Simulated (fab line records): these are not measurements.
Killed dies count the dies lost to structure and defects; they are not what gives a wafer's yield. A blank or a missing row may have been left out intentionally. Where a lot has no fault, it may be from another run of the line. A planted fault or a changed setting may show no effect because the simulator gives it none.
Which tool did it? | flow sky130 | 13 lots with 39 wafers sampled at 2 steps, on a route of 708 steps

## WHAT THE GAUGES SHOWED, per wafer
SKY_SONOS_TUNNEL_CD_MEAS_07: target cd 410 nm.
lot  | measured     | on        | cd_nm (nm)
L507 | day 11 11:18 | cd_sem-01 | 409.7 410.7 412.3
L508 | day 11 15:38 | cd_sem-02 | 409.8 408.8 410.6
L509 | day 12 00:13 | cd_sem-01 | 411.7 409.7 409.9
L510 | day 12 03:26 | cd_sem-01 | 409.6 407.9 407.3
L512 | day 13 00:49 | cd_sem-01 | 413.3 411.8 411.0
L514 | day 13 13:34 | cd_sem-01 | 406.5 407.8 407.8
L515 | day 13 19:04 | cd_sem-01 | 414.3 413.9 414.7
L516 | day 14 05:06 | cd_sem-01 | 412.6 410.9 410.5
L517 | day 14 10:37 | cd_sem-02 | 408.0 410.9 407.9
L520 | day 15 12:07 | cd_sem-01 | 406.6 405.9 405.4
L522 | day 16 01:04 | cd_sem-01 | 410.4 410.0 407.8
L527 | day 17 17:16 | cd_sem-02 | 411.4 410.7 412.8
L530 | day 18 19:38 | cd_sem-01 | 410.7 411.8 410.7

SKY_POLY_GATE_THK_MEAS_04.
lot  | measured     | on            | POLY_GATE_CVD_03_THK (nm)
L507 | day 15 13:43 | film_metro-02 | 76.1 76.4 76.0
L508 | day 15 19:07 | film_metro-02 | 74.3 73.7 73.6
L509 | day 16 01:05 | film_metro-04 | 74.4 74.5 74.4
L510 | day 16 02:26 | film_metro-02 | 76.3 75.4 75.7
L512 | day 17 03:05 | film_metro-03 | 74.8 76.1 75.5
L514 | day 17 14:50 | film_metro-02 | 75.4 74.8 75.6
L515 | day 17 18:21 | film_metro-04 | 74.2 74.2 73.8
L516 | day 18 09:12 | film_metro-02 | 75.2 75.1 75.2
L517 | day 18 12:53 | film_metro-03 | 74.3 74.9 75.0
L520 | day 20 00:56 | film_metro-02 | 74.2 74.0 75.0
L522 | day 20 17:58 | film_metro-02 | 74.4 74.8 74.4
L527 | day 22 08:58 | film_metro-02 | 74.5 75.4 75.3
L530 | day 23 10:16 | film_metro-04 | 76.0 75.5 75.0

## TOOL THAT RAN EACH LOT (tool first, then ch and the chambers of the sampled wafers, then the start)
Record: no process step prior to these readings.

## WHAT THE TOOLS THEMSELVES READ (means of the sampled wafers that have a number; where no wafer has one, the mark that the record gives instead)
The record holds no such reading with a usual standard deviation.

## THE ANSWER, worked out from the rows above alone
Rule: what is usual is taken from the lots themselves. Put in order of their means at a reading, lots are off if they are a third of the lots or fewer, leave a main group of 4 or more, and stand apart from it by a gap of 3 or more times the standard deviation of the main group's means; of several such gaps the widest counts. A main group whose means are all the same, to the digits that the tables above print for the reading, isn't used. A lot without any number at a reading at which 4 lots or more have one is off too. All remaining lots with rows at the step are treated as sound. The gauges are gone through in route order, then the tools' own readings, and for those a lot's mean is taken as printed above. At the first step where some lot is off, the reading lying furthest off is the one used; lots without a number count as furthest.
No lot is off at any reading shown: from this, nothing can be told.

## WHAT THE SIMULATOR PUT IN
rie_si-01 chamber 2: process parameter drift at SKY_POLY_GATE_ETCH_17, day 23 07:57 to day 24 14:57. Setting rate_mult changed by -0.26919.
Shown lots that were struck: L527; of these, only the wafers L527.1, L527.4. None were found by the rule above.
